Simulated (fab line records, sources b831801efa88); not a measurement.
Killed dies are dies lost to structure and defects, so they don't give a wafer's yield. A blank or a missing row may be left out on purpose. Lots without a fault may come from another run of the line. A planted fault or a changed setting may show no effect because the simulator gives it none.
fab line records | flow sky130
record lots=24 wafers=72 last_day=50
route steps=708 shown VT_ADJUST_LVTN@117 VT_ADJUST_NCORE@127 VIA1@481 METAL2@498 VIA4@656
lots that met no fault: from a run of the same line without faults
start_h: hours from the record's first day to the start of the lot's first wafer shown | wait_h: hours since the lot's step before | " the same as in the row above | L1.1+2: a row that stands for several wafers | - no value, or no start given | * or withheld: withheld | < > ~ a bound
route shown NAME@n: a module of which the file shows steps, and the number in the route of the first | usual: mean/standard deviation of fault-free wafers | same: alike in all rows | chamber/n: place in a boat | sites: the reading at each site | _std_site: their standard deviation | _edge_site: outer sites' mean less inner sites' | radius_mm: how far each site lies from the wafer's centre | mask NAME#n: copy n | behind: the tool/chamber that last shaped the wafer | hold: why the lot was held/for how many hours/how that ended | device: the transistor (n, p or np) that didn't switch | end of line: the same wafers' tests at the end of the route | a step without rows: its recipe alone | killed: dies lost to structure and defects at the first sort, not the wafer's yield | map: a wafer's dies, x killed, . not, _ none there
set.NAME: the setting as run; set.NAME@STEP: as run at that earlier step | model.NAME: the simulator's own value behind a step, which no gauge read
steps of the route over a sample of lots; a table a step, a row a wafer
services: from which hour (start_h, from the record's first day; less than 0 if before it) a tool's chamber was out of use, for how many hours, and why
## steps
# step SKY_VT_ADJUST_LVTN_STRIP_20
# recipe chemistry=O2/N2 power_w=1400 pressure_mtorr=1500 platen_temp_c=withheld o2_flow_sccm=3000 n2_flow_sccm=300 overash_fraction=0.5
# usual drypump_motor_current_A=6.0/0.46 oes_product_au=0.716/0.0049 strip_time_to_endpoint_s=14.15/0.033
# columns lot.wafer tool chamber start_h wait_h drypump_motor_current_A oes_product_au rf_hours_counter_h strip_time_to_endpoint_s
L074.1 plasma_asher-04 0 170.16 0.1 5.5 0.718 5 14.14
L074.3 " 1 " " 5.4 0.711 - 14.09
L074.5 " 1 " " 5.4 0.717 - 14.14
L075.1 plasma_asher-02 1 171.21 0.1 6.0 0.720 35 14.20
L075.2 " 0 " " 6.1 0.716 35 14.13
L075.5 " 1 " " 6.0 0.718 - 14.16
L076.2 plasma_asher-03 1 178.90 0.1 6.3 0.726 48 14.18
L076.4 " 0 " " 6.6 0.707 - 14.14
L076.6 " 0 " " 6.6 0.715 - 14.16
L077.4 plasma_asher-04 0 182.04 0.1 5.5 0.718 - 14.15
L077.5 " 1 " " 5.4 0.722 - 14.15
L077.6 " 0 " " 5.5 0.724 - 14.13
L078.2 plasma_asher-03 1 189.16 0.1 6.3 0.711 49 14.15
L078.3 " 0 " " 6.6 0.713 - 14.17
L078.6 " 0 " " 6.6 0.721 - 14.16
L079.1 plasma_asher-02 1 195.96 0.1 6.0 0.711 38 14.22
L079.2 " 0 " " 6.2 0.711 38 14.23
L079.6 " 0 " " 6.2 0.715 - 14.21
L080.1 plasma_asher-03 1 200.26 0.1 6.3 0.722 51 14.18
L080.5 " 0 " " 6.6 0.723 - 14.18
L080.6 " 1 " " 6.4 0.717 - 14.16
L081.1 plasma_asher-04 1 210.11 0.1 5.4 0.715 9 14.24
L081.5 " 0 " " 5.5 0.709 - 14.18
L081.6 " 1 " " 5.4 0.713 - 14.19
L082.4 plasma_asher-04 1 219.29 0.1 5.4 0.714 - 14.15
L082.5 " 0 " " 5.5 0.719 - 14.15
L082.6 " 1 " " 5.4 0.711 - 14.14
L083.1 plasma_asher-03 0 223.11 0.1 6.6 0.721 53 14.11
L083.2 " 1 " " 6.3 0.711 53 14.08
L083.3 " 1 " " 6.3 0.722 - 14.08
L084.3 plasma_asher-03 0 227.04 0.1 6.6 0.714 - 14.23
L084.4 " 1 " " 6.3 0.716 - 14.20
L084.6 " 0 " " 6.6 0.718 - 14.17
L085.3 plasma_asher-02 0 233.74 0.1 6.2 0.719 - 14.15
L085.5 " 0 " " 6.2 0.719 - 14.15
L085.6 " 1 " " 6.0 0.718 - 14.16
L086.2 plasma_asher-02 0 242.66 0.1 6.2 0.713 42 14.10
L086.5 " 1 " " 6.0 0.718 - 14.16
L086.6 " 0 " " 6.1 0.723 - 14.08
L087.2 plasma_asher-03 1 250.00 0.1 6.3 0.716 55 14.17
L087.4 " 0 " " 6.6 0.717 - 14.13
L087.6 " 0 " " 6.6 0.707 - 14.16
L088.2 plasma_asher-03 1 254.65 0.1 6.3 0.715 56 14.10
L088.4 " 1 " " 6.3 0.709 - 14.14
L088.5 " 0 " " 6.5 0.721 - 14.14
L089.1 plasma_asher-02 0 259.86 0.1 6.2 0.724 44 14.14
L089.3 " 1 " " 6.0 0.726 - 14.13
L089.5 " 0 " " 6.2 0.719 - 14.10
L090.2 plasma_asher-04 0 267.76 0.1 5.5 0.717 15 14.17
L090.5 " 1 " " 5.4 0.723 - 14.15
L090.6 " 0 " " 5.5 0.714 - 14.16
L091.3 plasma_asher-04 1 276.44 0.1 5.4 0.723 - 14.12
L091.4 " 0 " " 5.5 0.724 - 14.18
L091.6 " 0 " " 5.5 0.712 - 14.20
L092.1 plasma_asher-03 0 288.11 0.1 6.5 0.714 59 14.13
L092.2 " 1 " " 6.3 0.714 59 14.11
L092.4 " 0 " " 6.6 0.701 - 14.14
L093.2 plasma_asher-03 0 288.85 0.1 6.6 0.712 59 14.19
L093.3 " 0 " " 6.6 0.711 - 14.14
L093.4 " 1 " " 6.3 0.711 - 14.16
L094.2 plasma_asher-04 1 298.61 0.1 5.4 0.708 18 14.14
L094.3 " 1 " " 5.4 0.711 - 14.14
L094.5 " 1 " " 5.4 0.716 - 14.18
L095.1 plasma_asher-04 1 303.06 0.1 5.4 0.714 19 14.10
L095.2 " 0 " " 5.5 0.717 19 14.15
L095.6 " 0 " " 5.5 0.714 - 14.14
L096.2 plasma_asher-03 0 312.45 0.1 6.5 0.710 62 14.17
L096.5 " 1 " " 6.3 0.716 - 14.13
L096.6 " 0 " " 6.5 0.716 - 14.14
L097.1 plasma_asher-04 1 320.06 0.1 5.4 0.721 21 14.16
L097.4 " 0 " " 5.5 0.717 - 14.15
L097.5 " 0 " " 5.5 0.719 - 14.13
# step SKY_VT_ADJUST_NCORE_OVL_MEAS_08
# usual VT_ADJUST_NCORE_OVL=1.3/1.6
# columns lot.wafer tool chamber start_h wait_h VT_ADJUST_NCORE_OVL[nm]
L074.1 overlay-01 - 191.04 0.1 -0.4
L074.3 " - " " 0.7
L074.5 " - " " -0.6
L075.1 overlay-02 - 192.14 0.1 -0.1
L075.2 " - " " 1.1
L075.5 " - " " 0.9
L076.2 overlay-02 - 200.50 0.1 1.6
L076.4 " - " " 1.5
L076.6 " - " " 1.2
L077.4 overlay-02 - 203.46 0.1 3.3
L077.5 " - " " 3.7
L077.6 " - " " 3.4
L078.2 overlay-02 - 210.45 0.1 -1.0
L078.3 " - " " 1.0
L078.6 " - " " -0.7
L079.1 overlay-02 - 217.54 0.1 1.8
L079.2 " - " " 2.3
L079.6 " - " " 1.9
L080.1 overlay-02 - 221.64 0.1 0.5
L080.5 " - " " 0.6
L080.6 " - " " 1.3
L081.1 overlay-01 - 230.99 0.1 2.3
L081.5 " - " " 2.4
L081.6 " - " " 2.8
L082.4 overlay-01 - 241.20 0.1 -2.2
L082.5 " - " " -0.2
L082.6 " - " " -1.2
L083.1 overlay-01 - 244.34 0.1 2.9
L083.2 " - " " 2.9
L083.3 " - " " 3.5
L084.3 overlay-02 - 249.30 0.1 3.8
L084.4 " - " " 4.0
L084.6 " - " " 3.6
L085.3 overlay-01 - 257.10 0.1 -1.4
L085.5 " - " " -0.2
L085.6 " - " " -1.9
L086.2 overlay-01 - 266.99 0.1 2.7
L086.5 " - " " 1.5
L086.6 " - " " 2.1
L087.2 overlay-01 - 273.79 0.1 -1.2
L087.4 " - " " -1.2
L087.6 " - " " -0.6
L088.2 overlay-02 - 279.14 0.1 1.1
L088.4 " - " " -0.3
L088.5 " - " " 1.6
L089.1 overlay-01 - 283.74 0.1 0.1
L089.3 " - " " 1.4
L089.5 " - " " 1.1
L090.2 overlay-02 - 293.04 0.1 2.5
L090.5 " - " " -0.1
L090.6 " - " " 1.3
L091.3 overlay-02 - 300.90 0.1 2.5
L091.4 " - " " 3.8
L091.6 " - " " 2.5
L092.1 overlay-01 - 313.79 0.1 3.1
L092.2 " - " " 3.9
L092.4 " - " " 3.7
L093.2 overlay-02 - 314.19 0.1 4.0
L093.3 " - " " 2.3
L093.4 " - " " 2.3
L094.2 overlay-01 - 324.25 0.1 0.6
L094.3 " - " " -0.1
L094.5 " - " " 0.6
L095.1 overlay-01 - 328.19 0.1 -0.1
L095.2 " - " " -0.6
L095.6 " - " " -1.3
L096.2 overlay-02 - 338.50 0.1 1.8
L096.5 " - " " 2.2
L096.6 " - " " 3.0
L097.1 overlay-02 - 346.29 0.1 1.3
L097.4 " - " " 3.1
L097.5 " - " " 2.2
# step SKY_VIA1_THK_MEAS_23
# recipe thk_meas_gauge=xrf reads=W_of_VIA1_CVD_21
# usual VIA1_W_THK=269/4.5
# columns lot.wafer tool chamber start_h wait_h VIA1_W_THK[nm]
L074.1 film_metro-01 - 795.24 0.1 272
L074.3 " - " " 269
L074.5 " - " " 272
L075.1 film_metro-04 - 797.29 0.1 267
L075.2 " - " " 267
L075.5 " - " " 267
L077.4 film_metro-04 - 813.66 0.1 270
L077.5 " - " " 268
L077.6 " - " " 271
L076.2 film_metro-01 - 815.54 0.1 260
L076.4 " - " " 263
L076.6 " - " " 262
L078.2 film_metro-01 - 818.49 0.1 275
L078.3 " - " " 275
L078.6 " - " " 270
L079.1 film_metro-01 - 829.57 0.1 276
L079.2 " - " " 270
L079.6 " - " " 275
L080.1 film_metro-04 - 862.16 0.1 272
L080.5 " - " " 271
L080.6 " - " " 265
L082.4 film_metro-02 - 863.13 0.1 275
L082.5 " - " " 279
L082.6 " - " " 272
L081.1 film_metro-01 - 865.40 0.1 274
L081.5 " - " " 273
L081.6 " - " " 270
L083.1 film_metro-04 - 867.03 0.1 263
L083.2 " - " " 266
L083.3 " - " " 265
L084.3 film_metro-01 - 870.00 0.1 273
L084.4 " - " " 272
L084.6 " - " " 269
L085.3 film_metro-02 - 872.80 0.1 268
L085.5 " - " " 266
L085.6 " - " " 263
L086.2 film_metro-04 - 883.62 0.1 272
L086.5 " - " " 269
L086.6 " - " " 265
L087.2 film_metro-02 - 892.20 0.1 271
L087.4 " - " " 278
L087.6 " - " " 273
L088.2 film_metro-04 - 898.85 0.1 264
L088.4 " - " " 262
L088.5 " - " " 259
L089.1 film_metro-01 - 901.91 0.1 268
L089.3 " - " " 270
L089.5 " - " " 268
L090.2 film_metro-02 - 908.37 0.1 269
L090.5 " - " " 271
L090.6 " - " " 270
L091.3 film_metro-02 - 914.81 0.1 267
L091.4 " - " " 266
L091.6 " - " " 267
L092.1 film_metro-02 - 928.52 0.1 270
L092.2 " - " " 271
L092.4 " - " " 270
L093.2 film_metro-02 - 932.14 0.1 269
L093.3 " - " " 269
L093.4 " - " " 269
L094.2 film_metro-02 - 935.98 0.1 272
L094.3 " - " " 274
L094.5 " - " " 268
L095.1 film_metro-01 - 943.99 0.1 260
L095.2 " - " " 259
L095.6 " - " " 262
L096.2 film_metro-02 - 950.99 0.1 269
L096.5 " - " " 273
L096.6 " - " " 266
L097.1 film_metro-01 - 956.09 0.1 261
L097.4 " - " " 261
L097.5 " - " " 262
# step SKY_VIA1_CMP_24
# recipe stop_on=SiO2 t_overpolish_s=15 down_force_psi=3.5 platen_rpm=60 target_thk_nm=0 pad_velocity_m_s=0.94248
# usual motor_current_A=11.2/1.6 overpolish_run_s=14.999/0.0088 time_to_endpoint_s=66/4.5
# same t_overpolish_s=15
# columns lot.wafer tool chamber start_h wait_h motor_current_A overpolish_run_s time_to_endpoint_s
L074.1 cmp-01 3 795.35 0.1 10.1 15.006 65
L074.3 " 1 " " 11.8 15.002 61
L074.5 " 2 " " 10.4 15.002 67
L075.1 cmp-01 2 797.49 0.2 10.1 14.999 71
L075.2 " 0 " " 11.7 14.997 65
L075.5 " 2 " " 10.2 14.986 72
L077.4 cmp-02 3 813.74 0.1 9.5 15.001 72
L077.6 " 2 " " 10.5 15.006 69
L077.5 " 3 " " 9.6 14.992 71
L076.4 cmp-02 1 815.59 0.0 11.0 15.003 69
L076.2 " 3 " " 10.2 14.991 67
L076.6 " 2 " " 10.2 15.016 63
L078.2 cmp-01 0 818.59 0.1 11.3 15.003 61
L078.3 " 1 " " 11.6 15.007 61
L078.6 " 0 " " 11.1 15.014 60
L079.2 cmp-01 0 829.63 0.0 11.1 14.987 58
L079.1 " 2 " " 10.0 14.999 69
L079.6 " 1 " " 11.4 14.992 61
L080.1 cmp-02 2 862.32 0.1 10.7 14.991 69
L080.6 " 0 " " 14.9 14.995 66
L080.5 " 1 " " 11.1 14.993 74
L082.4 cmp-01 0 863.16 0.0 11.1 15.016 59
L082.5 " 0 " " 11.6 15.010 65
L082.6 " 1 " " 11.3 15.010 61
L081.1 cmp-02 2 865.46 0.1 10.3 14.997 67
L081.6 " 2 " " 10.4 14.985 66
L081.5 " 3 " " 10.3 14.993 66
L083.1 cmp-02 2 867.09 0.1 10.6 14.990 67
L083.3 " 3 " " 9.5 15.000 70
L083.2 " 0 " " 15.4 14.999 70
L084.4 cmp-01 3 870.04 0.0 10.3 15.004 69
L084.3 " 2 " " 10.1 14.995 70
L084.6 " 3 " " 10.8 14.999 67
L085.3 cmp-01 0 872.89 0.1 11.8 15.000 57
L085.6 " 3 " " 10.6 15.004 64
L085.5 " 0 " " 11.4 15.024 58
L086.2 cmp-01 0 883.77 0.1 11.5 15.003 63
L086.6 " 2 " " 9.6 15.020 65
L086.5 " 3 " " 10.3 14.994 68
L087.2 cmp-02 0 892.25 0.0 16.0 14.999 65
L087.4 " 3 " " 9.5 14.980 70
L087.6 " 0 " " 15.1 15.017 66
L088.4 cmp-02 2 898.90 0.0 9.9 14.990 67
L088.2 " 3 " " 9.6 15.000 69
L088.5 " 3 " " 9.9 15.003 71
L089.3 cmp-02 3 901.97 0.0 9.7 14.990 70
L089.1 " 1 " " 11.5 14.994 74
L089.5 " 3 " " 9.5 15.007 72
L090.2 cmp-01 1 908.47 0.1 11.4 15.007 57
L090.5 " 0 " " 11.8 14.994 60
L090.6 " 1 " " 11.4 15.013 58
L091.3 cmp-01 0 915.18 0.4 11.5 14.988 55
L091.4 " 1 " " 12.2 14.992 55
L091.6 " 0 " " 11.1 14.998 58
L092.1 cmp-02 3 928.58 0.1 10.1 15.001 70
L092.4 " 1 " " 10.9 14.990 69
L092.2 " 2 " " 9.6 14.994 68
L093.2 cmp-02 3 932.19 0.0 10.5 14.998 69
L093.4 " 0 " " 14.8 15.003 64
L093.3 " 1 " " 11.1 14.999 71
L094.2 cmp-02 2 936.03 0.0 9.8 15.016 70
L094.3 " 0 " " 15.5 15.003 68
L094.5 " 2 " " 9.6 15.000 67
L095.2 cmp-01 1 944.26 0.3 11.1 14.992 58
L095.1 " 0 " " 11.2 14.994 55
L095.6 " 1 " " 11.1 14.999 58
L096.2 cmp-01 1 951.09 0.1 11.3 14.997 61
L096.5 " 0 " " 11.3 15.001 65
L096.6 " 1 " " 11.1 14.995 62
L097.4 cmp-02 0 956.25 0.1 14.6 15.004 64
L097.1 " 1 " " 11.2 15.000 71
L097.5 " 3 " " 10.1 14.994 67
# step SKY_METAL2_CD_MEAS_15
# recipe target_cd_nm=140
# usual cd_nm=139.7/2
# columns lot.wafer tool chamber start_h wait_h cd_nm
L074.1 cd_sem-02 - 822.22 - 141.2
L074.3 " - " " 139.8
L074.5 " - " " 142.4
L075.1 cd_sem-01 - 825.06 - 137.4
L075.2 " - " " 138.7
L075.5 " - " " 137.1
L077.4 cd_sem-02 - 840.17 - 139.8
L077.5 " - " " 140.0
L077.6 " - " " 140.8
L076.2 cd_sem-02 - 841.74 - 141.3
L076.4 " - " " 140.9
L076.6 " - " " 139.7
L078.2 cd_sem-02 - 844.49 - 138.0
L078.3 " - " " 137.0
L078.6 " - " " 138.6
L079.1 cd_sem-02 - 856.41 - 140.4
L079.2 " - " " 142.0
L079.6 " - " " 141.4
L080.1 cd_sem-02 - 888.46 - 138.5
L080.5 " - " " 139.6
L080.6 " - " " 139.5
L082.4 cd_sem-01 - 889.63 - 136.7
L082.5 " - " " 137.8
L082.6 " - " " 138.9
L081.1 cd_sem-01 - 890.61 - 140.1
L081.5 " - " " 139.1
L081.6 " - " " 142.3
L083.1 cd_sem-01 - 892.72 - 140.4
L083.2 " - " " 140.4
L083.3 " - " " 138.8
L084.3 cd_sem-02 - 896.16 - 137.4
L084.4 " - " " 138.7
L084.6 " - " " 137.5
L085.3 cd_sem-01 - 898.56 - 138.5
L085.5 " - " " 139.3
L085.6 " - " " 140.7
L086.2 cd_sem-02 - 909.63 - 141.2
L086.5 " - " " 139.5
L086.6 " - " " 141.0
L087.2 cd_sem-01 - 918.33 - 140.2
L087.4 " - " " 141.1
L087.6 " - " " 140.8
L088.2 cd_sem-02 - 924.98 - 136.2
L088.4 " - " " 135.8
L088.5 " - " " 137.4
L089.1 cd_sem-02 - 926.86 - 139.5
L089.3 " - " " 141.0
L089.5 " - " " 139.4
L090.2 cd_sem-01 - 934.29 - 144.4
L090.5 " - " " 144.6
L090.6 " - " " 144.9
L091.3 cd_sem-01 - 940.31 - 141.5
L091.4 " - " " 139.4
L091.6 " - " " 141.7
L092.1 cd_sem-02 - 953.47 - 138.4
L092.2 " - " " 138.1
L092.4 " - " " 138.9
L093.2 cd_sem-01 - 957.04 - 139.8
L093.3 " - " " 138.8
L093.4 " - " " 138.9
L094.2 cd_sem-02 - 960.49 - 139.7
L094.3 " - " " 138.2
L094.5 " - " " 140.0
L095.1 cd_sem-02 - 969.27 - 140.8
L095.2 " - " " 142.0
L095.6 " - " " 142.3
L096.2 cd_sem-01 - 975.19 - 140.2
L096.5 " - " " 139.4
L096.6 " - " " 139.6
L097.1 cd_sem-02 - 980.22 - 137.8
L097.4 " - " " 136.8
L097.5 " - " " 137.6
# step SKY_VIA4_SPUTTER_17
# recipe material=TiN target_thk_nm=20 chamber_pressure_pa=5 power_w=4000 time_s=80
# usual cathode_dc_power_W=3999.9/0.67 throttle_valve_pct=29.9/0.83
# columns lot.wafer tool chamber start_h wait_h cathode_dc_power_W throttle_valve_pct
L074.1 pvd_sputter-02 - 1004.42 0.0 3999.7 29.3
L074.3 " - " " 4000.5 29.2
L074.5 " - " " 4001.0 29.2
L075.1 pvd_sputter-02 - 1009.91 0.0 4000.1 29.5
L075.2 " - " " 3999.1 29.4
L075.5 " - " " 3999.2 29.1
L077.4 pvd_sputter-01 - 1021.37 0.0 4001.1 31.2
L077.5 " - " " 4000.4 29.7
L077.6 " - " " 4000.5 31.0
L076.2 pvd_sputter-02 - 1022.37 0.0 4000.0 30.1
L076.4 " - " " 3999.5 29.5
L076.6 " - " " 3998.5 29.3
L078.2 pvd_sputter-02 - 1025.28 0.0 3999.3 29.1
L078.3 " - " " 3999.6 29.4
L078.6 " - " " 4000.5 29.5
L079.1 pvd_sputter-01 - 1037.22 0.0 3999.5 29.7
L079.2 " - " " 3999.9 29.1
L079.6 " - " " 3998.7 28.7
L082.4 pvd_sputter-04 - 1064.82 0.0 4000.8 31.1
L082.5 " - " " 3999.6 31.4
L082.6 " - " " 3999.6 30.3
L080.1 pvd_sputter-01 - 1065.47 0.0 4000.2 28.8
L080.5 " - " " 4001.5 29.3
L080.6 " - " " 3999.5 30.9
L081.1 pvd_sputter-04 - 1066.47 0.0 4000.0 31.4
L081.5 " - " " 3999.5 31.3
L081.6 " - " " 3999.2 30.1
L083.1 pvd_sputter-01 - 1069.37 0.0 3999.8 30.6
L083.2 " - " " 3999.0 29.8
L083.3 " - " " 3999.5 31.3
L084.3 pvd_sputter-01 - 1070.68 0.0 4000.5 30.6
L084.4 " - " " 3999.6 29.7
L084.6 " - " " 3999.4 31.3
L085.3 pvd_sputter-04 - 1072.98 0.0 3999.9 31.4
L085.5 " - " " 4000.5 31.5
L085.6 " - " " 3999.0 30.6
L086.2 pvd_sputter-02 - 1082.07 0.0 3999.6 30.0
L086.5 " - " " 3999.3 28.8
L086.6 " - " " 4000.2 29.9
L087.2 pvd_sputter-02 - 1090.56 0.0 3999.9 29.5
L087.4 " - " " 4001.1 29.1
L087.6 " - " " 4000.3 29.1
L088.2 pvd_sputter-01 - 1094.64 0.0 3999.9 29.7
L088.4 " - " " 4000.1 28.8
L088.5 " - " " 3999.0 28.7
L089.1 pvd_sputter-01 - 1096.18 0.0 3999.7 28.9
L089.3 " - " " 3998.5 29.7
L089.5 " - " " 3999.9 29.1
L090.2 pvd_sputter-02 - 1101.01 0.0 4000.4 29.4
L090.5 " - " " 4001.6 29.0
L090.6 " - " " 4000.3 30.0
L091.3 pvd_sputter-02 - 1104.66 0.0 3999.5 30.2
L091.4 " - " " 3999.8 29.3
L091.6 " - " " 4000.9 29.5
L092.1 pvd_sputter-01 - 1116.74 0.0 4000.1 28.9
L092.2 " - " " 4000.1 31.1
L092.4 " - " " 4000.5 29.7
L093.2 pvd_sputter-01 - 1120.30 0.0 3999.9 31.0
L093.3 " - " " 3999.1 29.6
L093.4 " - " " 4000.1 31.3
L094.2 pvd_sputter-01 - 1123.53 0.0 3999.7 31.0
L094.3 " - " " 3999.0 31.1
L094.5 " - " " 4000.5 29.1
L095.1 pvd_sputter-02 - 1132.22 0.0 4000.1 29.2
L095.2 " - " " 4000.3 29.3
L095.6 " - " " 4000.5 29.0
L096.2 pvd_sputter-04 - 1136.63 0.0 4001.5 29.5
L096.5 " - " " 4000.0 29.0
L096.6 " - " " 4000.2 31.3
L097.1 pvd_sputter-02 - 1140.87 0.0 3998.9 29.0
L097.4 " - " " 3999.3 29.5
L097.5 " - " " 3999.8 29.5
## services
# columns tool chamber start_h hours kind
cmp-01 - 188.15 2.0 repair
cmp-01 - 194.36 7.3 pm
cmp-02 - 232.00 4.0 pm
cmp-02 - 267.54 0.3 repair
cmp-02 - 286.04 6.2 pm
cmp-02 - 309.53 6.1 pm
cmp-02 - 317.83 0.3 repair
cmp-01 - 329.43 9.7 pm
cmp-01 - 394.54 4.0 pm
cmp-01 - 404.06 4.0 pm
cmp-01 - 440.74 2.5 repair
cmp-01 - 453.57 0.4 repair
cmp-01 - 456.06 0.9 repair
cmp-01 - 470.21 2.2 repair
cmp-02 - 474.63 9.2 repair
cmp-02 - 481.26 2.8 repair
cmp-02 - 499.16 0.6 repair
cmp-02 - 501.73 1.0 repair
cmp-02 - 560.06 12.2 pm
cmp-02 - 572.22 4.0 pm
cmp-02 - 610.33 11.0 repair
cmp-01 - 611.83 0.3 repair
cmp-02 - 613.13 0.8 repair
cmp-01 - 637.67 1.2 repair
## key
fault none
